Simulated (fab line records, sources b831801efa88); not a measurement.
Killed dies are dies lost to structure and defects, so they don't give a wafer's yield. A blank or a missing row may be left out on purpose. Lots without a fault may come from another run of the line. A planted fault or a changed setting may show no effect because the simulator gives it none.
Which tool did it? | flow sky130 | 13 lots, 39 wafers sampled, at 5 steps of a route of 708

WHAT THE GAUGES READ, wafer by wafer
SKY_VT_ADJUST_HVTP_CD_MEAS_07: target cd 380 nm. Usual: cd_nm 379.7 nm, standard deviation 2.2.
lot  | measured     | on        | cd_nm (nm)        | flag
L786 | day 6 11:11  | cd_sem-01 | 379.9 381.2 378.5 |
L787 | day 6 17:16  | cd_sem-01 | 379.9 379.4 382.6 |
L789 | day 7 07:04  | cd_sem-02 | 380.5 379.0 379.0 |
L790 | day 7 11:28  | cd_sem-02 | 379.4 377.8 380.0 |
L793 | day 8 03:58  | cd_sem-01 | 380.4 379.6 379.6 |
L794 | day 8 12:17  | cd_sem-02 | 380.8 382.0 381.8 |
L795 | day 9 00:52  | cd_sem-01 | 378.8 378.6 379.3 |
L796 | day 9 06:31  | cd_sem-01 | 379.0 379.1 378.6 |
L799 | day 9 21:07  | cd_sem-02 | 378.4 377.7 378.2 |
L800 | day 10 05:29 | cd_sem-02 | 382.0 376.6 382.0 |
L805 | day 11 06:23 | cd_sem-02 | 382.9 379.7 379.9 |
L806 | day 11 12:14 | cd_sem-02 | 378.5 374.6 375.9 |
L807 | day 11 21:07 | cd_sem-02 | 379.9 379.3 381.0 |

SKY_VT_ADJUST_HVTP_TW_MEAS_11. Usual: VT_ADJUST_HVTP_TW 1350, standard deviation 19.
lot  | measured     | on            | VT_ADJUST_HVTP_TW | flag
L786 | day 6 11:35  | film_metro-04 | 1374 1371 1365    |
L787 | day 6 17:41  | film_metro-02 | 1330 1330 1329    |
L789 | day 7 07:27  | film_metro-02 | 1333 1336 1329    |
L790 | day 7 11:53  | film_metro-02 | 1330 1336 1331    |
L793 | day 8 04:23  | film_metro-02 | 1334 1335 1334    |
L794 | day 8 12:41  | film_metro-04 | 1387 1382 1389    |
L795 | day 9 01:15  | film_metro-01 | 1351 1344 1349    |
L796 | day 9 06:56  | film_metro-01 | 1348 1343 1349    |
L799 | day 9 21:32  | film_metro-04 | 1386 1381 1381    |
L800 | day 10 05:53 | film_metro-01 | 1340 1344 1342    |
L805 | day 11 06:47 | film_metro-04 | 1377 1373 1372    |
L806 | day 11 12:37 | film_metro-02 | 1323 1321 1321    |
L807 | day 11 21:30 | film_metro-01 | 1355 1358 1357    |

SKY_VT_ADJUST_LVTN_TW_MEAS_21. Usual: VT_ADJUST_LVTN_2_TW 188, standard deviation 3.
lot  | measured     | on            | VT_ADJUST_LVTN_2_TW | flag
L786 | day 8 03:03  | film_metro-04 | 191 192 192         |
L787 | day 8 10:46  | film_metro-03 | 186 187 187         |
L789 | day 9 01:47  | film_metro-04 | 190 191 192         |
L790 | day 9 05:56  | film_metro-04 | 190 191 191         |
L793 | day 9 23:32  | film_metro-03 | 188 189 190         |
L794 | day 10 07:12 | film_metro-02 | 184 185 185         |
L795 | day 10 20:25 | film_metro-03 | 189 187 188         |
L796 | day 11 01:55 | film_metro-03 | 190 189 189         |
L799 | day 11 19:07 | film_metro-03 | 209 209 207         | OFF
L800 | day 12 04:41 | film_metro-02 | 204 204 204         | OFF
L805 | day 13 07:46 | film_metro-04 | 191 192 191         |
L806 | day 13 14:08 | film_metro-04 | 190 191 190         |
L807 | day 13 23:13 | film_metro-02 | 185 184 184         |

SKY_VT_ADJUST_NCORE_OVL_MEAS_08. Usual: VT_ADJUST_NCORE_OVL 0.6 nm, standard deviation 1.3.
lot  | measured     | on         | VT_ADJUST_NCORE_OVL (nm) | flag
L786 | day 8 23:50  | overlay-01 | 0.3 1.4 2.2              |
L787 | day 9 07:23  | overlay-01 | -0.5 0.7 2.9             |
L789 | day 9 23:09  | overlay-02 | 0.7 3.1 1.9              |
L790 | day 10 03:35 | overlay-01 | -0.5 -0.2 -0.4           |
L793 | day 10 21:16 | overlay-02 | 0.5 0.7 2.2              |
L794 | day 11 04:54 | overlay-02 | -1.9 -0.3 -0.1           |
L795 | day 11 20:02 | overlay-02 | 1.1 1.8 2.3              |
L796 | day 12 01:59 | overlay-01 | 1.2 0.3 3.0              |
L799 | day 12 19:01 | overlay-01 | 1.3 -0.5 -0.4            |
L800 | day 13 05:13 | overlay-01 | -0.8 1.4 2.2             |
L805 | day 14 08:46 | overlay-02 | 0.8 -0.8 -0.6            |
L806 | day 14 16:00 | overlay-01 | 2.1 3.7 1.5              |
L807 | day 15 01:58 | overlay-02 | -0.1 1.5 0.4             |

WHICH TOOL RAN EACH LOT (tool, then ch and the chambers of the sampled wafers, then the start)
lot  | SKY_VT_ADJUST_LVTN_IMPLANT_19
L786 | implanter-03 ch 0, day 8 02:49
L787 | implanter-03 ch 0, day 8 10:31
L789 | implanter-02 ch 0, day 9 01:34
L790 | implanter-04 ch 0, day 9 05:41
L793 | implanter-02 ch 0, day 9 23:17
L794 | implanter-04 ch 0, day 10 06:58
L795 | implanter-04 ch 0, day 10 20:11
L796 | implanter-02 ch 0, day 11 01:40
L799 | implanter-04 ch 0, day 11 18:52
L800 | implanter-04 ch 0, day 12 04:27
L805 | implanter-03 ch 0, day 13 07:31
L806 | implanter-02 ch 0, day 13 13:55
L807 | implanter-02 ch 0, day 13 22:59
- SKY_VT_ADJUST_LVTN_IMPLANT_19

WHAT THE TOOLS THEMSELVES READ (means of the sampled wafers that have a number; where no wafer has one, the mark that the record gives instead)
SKY_VT_ADJUST_LVTN_IMPLANT_19. Usual: dose_ions_cm2 6.502e+11, standard deviation 6.3e+08; faraday_current_uA 3.66, standard deviation 0.072.
lot  | tool         | dose_ions_cm2 | faraday_current_uA | flag
L786 | implanter-03 | 6.498e+11     | 3.72               |
L787 | implanter-03 | 6.499e+11     | 3.71               |
L789 | implanter-02 | 6.499e+11     | 3.65               |
L790 | implanter-04 | 6.510e+11     | 3.66               |
L793 | implanter-02 | 6.502e+11     | 3.67               |
L794 | implanter-04 | 6.500e+11     | 3.67               |
L795 | implanter-04 | 6.489e+11     | 3.66               |
L796 | implanter-02 | 6.504e+11     | 3.63               |
L799 | implanter-04 | 9.263e+11     | 5.16               | OFF
L800 | implanter-04 | 9.252e+11     | 5.21               | OFF
L805 | implanter-03 | 6.500e+11     | 3.60               |
L806 | implanter-02 | 6.504e+11     | 3.72               |
L807 | implanter-02 | 6.503e+11     | 3.67               |

THE ANSWER, worked out from the rows above alone
Rule: a lot is off if the mean of its wafers that have a number lies more than 3 standard deviations from the usual mean. A lot without any number at a reading at which 4 lots or more have one is off too. The other lots that the step has rows for count as sound. The gauges are gone through in route order, then the tools' own readings, and for those a lot's mean is taken as printed above. The first step at which some lot is off is used, and at that step the reading that is off furthest; a lot without a number counts as furthest.
Off: L799, L800, at SKY_VT_ADJUST_LVTN_TW_MEAS_21 (VT_ADJUST_LVTN_2_TW).
A tool fits if, at a process step before that reading, it ran every lot that is off, and no sound lot after the first of them. The gauges at SKY_VT_ADJUST_LVTN_TW_MEAS_21 aren't tried: what is off there is off at SKY_VT_ADJUST_LVTN_IMPLANT_19 too, on other tools, and a gauge's error can't cause that. One fits: implanter-04 at SKY_VT_ADJUST_LVTN_IMPLANT_19. Its last sound lot is L795 (day 10 20:11), its first lot that is off L799 (day 11 18:52): a fault that began between those two fits.
The tool's own readings at SKY_VT_ADJUST_LVTN_IMPLANT_19 bear it out: on the lots that are off they differ by more than 5 times the standard deviation of the sound lots' means. dose_ions_cm2 reads 9.258e+11 there against 6.501e+11 on the sound lots; faraday_current_uA reads 5.19 there against 3.67 on the sound lots.

WHAT THE SIMULATOR HAD PUT IN
Process parameter drift: implanter-04, from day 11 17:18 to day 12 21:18, at SKY_VT_ADJUST_LVTN_IMPLANT_19. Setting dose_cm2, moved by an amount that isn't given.
Lots struck among those shown: L799, L800. The rule above found the same.
